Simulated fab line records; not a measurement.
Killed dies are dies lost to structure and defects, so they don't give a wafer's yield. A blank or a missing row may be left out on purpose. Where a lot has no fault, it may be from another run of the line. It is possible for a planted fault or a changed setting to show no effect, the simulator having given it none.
Which tool is to blame? | flow sky130 | 12 lots with 36 wafers sampled at 4 steps, on a route of 708 steps

== WHAT EACH GAUGE READ, for each wafer ==
SKY_METAL5_THK_MEAS_06: measures by xrf. Usual: METAL5_ALCU_THK 1133 nm, standard deviation 18.
lot  | measured     | on            | METAL5_ALCU_THK (nm) | flag
L951 | day 42 22:34 | film metro-03 | 1154 1137 1156       |
L952 | day 43 02:33 | film metro-04 | 1128 1134 1134       |
L954 | day 43 19:57 | film metro-04 | 1144 1119 1135       |
L955 | day 44 05:59 | film metro-04 | 1122 1104 1127       |
L957 | day 45 00:34 | film metro-04 | 1136 1126 1132       |
L960 | day 45 18:14 | film metro-03 | 1143 1141 1140       |
L961 | day 45 23:01 | film metro-01 | 1147 1153 1149       |
L962 | day 46 05:31 | film metro-03 | 1098 1145 1140       |
L965 | day 46 23:43 | film metro-04 | 1117 1084 1112       |
L969 | day 47 23:01 | film metro-01 | 1151 1165 1154       |
L971 | day 48 01:02 | film metro-04 | 1115 1112 1111       |
L972 | day 48 14:29 | film metro-03 | 1140 1145 1145       |

SKY_PASSIVATION_THK_MEAS_03. Usual: PASSIVATION_CVD_02_THK 539 nm, standard deviation 8.3.
lot  | measured     | on            | PASSIVATION_CVD_02_THK (nm) | flag
L951 | day 43 22:08 | film metro-01 | 541 533 557                 |
L952 | day 44 01:41 | film metro-02 | 542 529 553                 |
L954 | day 44 18:38 | film metro-03 | 540 528 550                 |
L955 | day 45 04:11 | film metro-03 | 550 531 526                 |
L957 | day 45 22:47 | film metro-01 | 537 527 548                 |
L960 | day 46 16:17 | film metro-01 | 529 526 541                 |
L961 | day 46 20:47 | film metro-03 | 542 550 541                 |
L962 | day 47 03:08 | film metro-02 | 534 546 536                 |
L965 | day 47 20:38 | film metro-02 | 534 534 551                 |
L969 | day 48 19:40 | film metro-02 | 534 539 541                 |
L971 | day 48 20:50 | film metro-01 | 535 546 555                 |
L972 | day 49 09:38 | film metro-01 | 528 535 533                 |

== TOOL THAT RAN EACH LOT (tool first, then ch and the chambers of the sampled wafers, then the start) ==
lot  | SKY_METAL4_SPUTTER_03        | SKY_METAL5_SOFTBAKE_10
L951 | pvd sputter-01, day 39 19:55 | litho track-04 ch 0, day 43 08:34
L952 | pvd sputter-04, day 39 22:37 | litho track-03 ch 0, day 43 14:02
L954 | pvd sputter-01, day 40 19:20 | litho track-04 ch 0, day 44 05:34
L955 | pvd sputter-03, day 41 05:05 | litho track-01 ch 0, day 44 17:55
L957 | pvd sputter-01, day 42 00:53 | litho track-01 ch 0, day 45 10:46
L960 | pvd sputter-01, day 42 20:37 | litho track-01 ch 0, day 46 03:22
L961 | pvd sputter-01, day 43 00:38 | litho track-03 ch 0, day 46 08:20
L962 | pvd sputter-04, day 43 08:47 | litho track-01 ch 0, day 46 16:55
L965 | pvd sputter-01, day 44 04:07 | litho track-04 ch 0, day 47 09:36
L969 | pvd sputter-01, day 45 04:22 | litho track-03 ch 0, day 48 09:00
L971 | pvd sputter-01, day 45 07:19 | litho track-03 ch 0, day 48 11:21
L972 | pvd sputter-04, day 45 21:37 | litho track-03 ch 0, day 48 22:56
- SKY_METAL4_SPUTTER_03: material Ti, target thk 5 nm, time 3.3 s.
- SKY_METAL5_SOFTBAKE_10: time 62.38 s.

== WHAT THE TOOLS THEMSELVES READ (means of the sampled wafers that have a number; where no wafer has one, the mark that the record gives instead) ==
SKY_METAL4_SPUTTER_03. Usual: throttle valve pct 29.8 %, standard deviation 1.2.
lot  | tool           | throttle valve pct (%) | flag
L951 | pvd sputter-01 | 30.6                   |
L952 | pvd sputter-04 | 29.5                   |
L954 | pvd sputter-01 | 30.5                   |
L955 | pvd sputter-03 | 29.1                   |
L957 | pvd sputter-01 | 29.7                   |
L960 | pvd sputter-01 | 29.6                   |
L961 | pvd sputter-01 | 31.3                   |
L962 | pvd sputter-04 | 29.6                   |
L965 | pvd sputter-01 | 30.4                   |
L969 | pvd sputter-01 | 30.6                   |
L971 | pvd sputter-01 | 29.9                   |
L972 | pvd sputter-04 | 30.3                   |

SKY_METAL5_SOFTBAKE_10. Usual: plate sensor t centre C 90.757 C, standard deviation 0.011; plate sensor t edge C 90.830 C, standard deviation 0.0094.
lot  | tool           | plate sensor t centre C (C) | plate sensor t edge C (C) | flag
L951 | litho track-04 | 90.741                      | 90.822                    |
L952 | litho track-03 | 90.761                      | 90.834                    |
L954 | litho track-04 | 90.753                      | 90.831                    |
L955 | litho track-01 | 90.767                      | 90.834                    |
L957 | litho track-01 | 90.764                      | 90.835                    |
L960 | litho track-01 | 90.753                      | 90.832                    |
L961 | litho track-03 | 90.764                      | 90.838                    |
L962 | litho track-01 | 90.754                      | 90.833                    |
L965 | litho track-04 | 90.755                      | 90.821                    |
L969 | litho track-03 | 90.754                      | 90.829                    |
L971 | litho track-03 | 90.767                      | 90.832                    |
L972 | litho track-03 | 90.749                      | 90.822                    |

== THE ANSWER, worked out from the rows above alone ==
Rule: take the mean of a lot's wafers that have a number; if it is more than 3 standard deviations from the usual mean, the lot is off. A lot without any number at a reading at which 4 lots or more have one is off too. Any other lot the step has rows for is counted as sound. After the gauges, taken in route order, come the tools' own readings; for these a lot's mean is taken, as printed above. The first step at which some lot is off is used, and at that step the reading that is off furthest; a lot without a number counts as furthest.
No lot is off on any of the readings shown, so nothing can be concluded from this.

== WHAT HAD BEEN PUT IN BY THE SIMULATOR ==
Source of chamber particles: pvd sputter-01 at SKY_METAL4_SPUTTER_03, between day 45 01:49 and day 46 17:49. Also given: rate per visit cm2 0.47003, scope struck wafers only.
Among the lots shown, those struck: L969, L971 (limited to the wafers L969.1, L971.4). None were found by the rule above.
